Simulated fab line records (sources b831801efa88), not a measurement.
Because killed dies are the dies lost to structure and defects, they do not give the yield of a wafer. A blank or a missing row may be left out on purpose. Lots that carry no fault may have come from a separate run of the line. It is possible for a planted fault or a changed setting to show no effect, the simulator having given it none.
8D (eight disciplines) problem report, filled in by code    flow gf180mcu    the parts of the form that need people (team, actions taken, sign-off) are left out

1. WHAT IS WRONG
TOP_METAL_ALCU_RS at GF_TOP_METAL_RS_MEAS_05 reads a mean of 0.03958 ohm/sq on 2 wafers of 1 lot; wafers without a fault read 0.03286 ohm/sq with a standard deviation of 0.00029. That is +23 standard deviations from the usual mean.
The step: measures by four-point-probe.
Earliest sighting: wafer L586.4 on filmMetro-03 at day 32 04:30. The record has a number at this step for 33 wafers belonging to 11 lots. Rule for "out", or "out of limits": more than 4 standard deviations from the usual mean. The rest of the wafers with a number are treated as sound.

2. WHAT THIS IS AND IS NOT
question                     is                 is not
which readings at this step  TOP_METAL_ALCU_RS  -
which lots                   L586               L569, L570, L573, L574, L575, L577, L578, L579, L581, L588
which wafers of those lots   L586.4, L586.6     L586.1
read on which gauges         filmMetro-03       filmMetro-01, filmMetro-04
when                         from day 32 04:30  up to then (28 sound wafers); but 3 sound wafers of L588 came after

3. THE SUSPECTS, EACH WITH WHAT RULES IT OUT
Counting: a tool at a process step up to the reading stays a suspect if it ran every lot that is out. Sound lots after the first of them don't rule it out here, since some wafers of a struck lot are sound.
- the gauge at GF_TOP_METAL_RS_MEAS_05: kept. All the wafers that are out were read on filmMetro-03, and no step on other tools shows them out.
- rieDiel-01 at GF_M5_ETCH_09 (etches Si3N4 in CF4/O2, target depth 52 nm, time 11.6 s): kept. L586, the lot that is out, went through it at day 31 07:52; up to then, the latest sound lot through it was L581 at day 30 00:19.
- pvdSputter-03 at GF_TOP_METAL_SPUTTER_02 (material AlCu, target thk 900 nm, time 47.82 s): kept. L586, the lot that is out, went through it at day 32 04:25; up to then, the latest sound lot through it was L581 at day 30 21:40.
- Within rieDiel-01 at GF_M5_ETCH_09: the wafers that are out ran in chambers 0, 3; their sound lot-mates ran in chamber 1.
After the count, these remain: rieDiel-01 at GF_M5_ETCH_09, pvdSputter-03 at GF_TOP_METAL_SPUTTER_02 and filmMetro-03 at GF_TOP_METAL_RS_MEAS_05.

4. THE CAUSE (what the simulator had put in)
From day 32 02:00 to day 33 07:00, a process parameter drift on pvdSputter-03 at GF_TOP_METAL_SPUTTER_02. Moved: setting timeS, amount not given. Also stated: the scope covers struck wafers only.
Of the 3 suspects that counting leaves, this tool is one.

5. THE EFFECT CHAIN, in route order
One row per reading whose mean, taken over the struck wafers that have a number, lies over 3 standard deviations from the usual. Scope: only readings with a usual standard deviation given in the record; hours: median across lots of the time from each lot's start at the first step in this table that gives one to its start at this step; sigmas: change in usual standard deviations.
hours  step                      reading             usual           on struck wafers  change    sigmas
0      GF_TOP_METAL_RS_MEAS_05   TOP_METAL_ALCU_RS   0.03286 ohm/sq  0.03958           +0.00672  +23
0      GF_TOP_METAL_THK_MEAS_06  TOP_METAL_ALCU_THK  889 nm          740               -149      -18

6. WHAT WOULD HAVE CAUGHT IT SOONER
2 hours passed between the start of the fault at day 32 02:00 and the first reading out of limits at a measuring or inspecting step in this record, taken at day 32 04:30.
An alarm limit of 4 standard deviations would not have fired on the tool readings at GF_TOP_METAL_SPUTTER_02 for which the record gives a usual standard deviation, since none of them was out on any struck wafer.
By day 32 04:30, every lot that is out (1) had started GF_TOP_METAL_SPUTTER_02 on pvdSputter-03. None of them would have been spared by holding the tool at that moment.
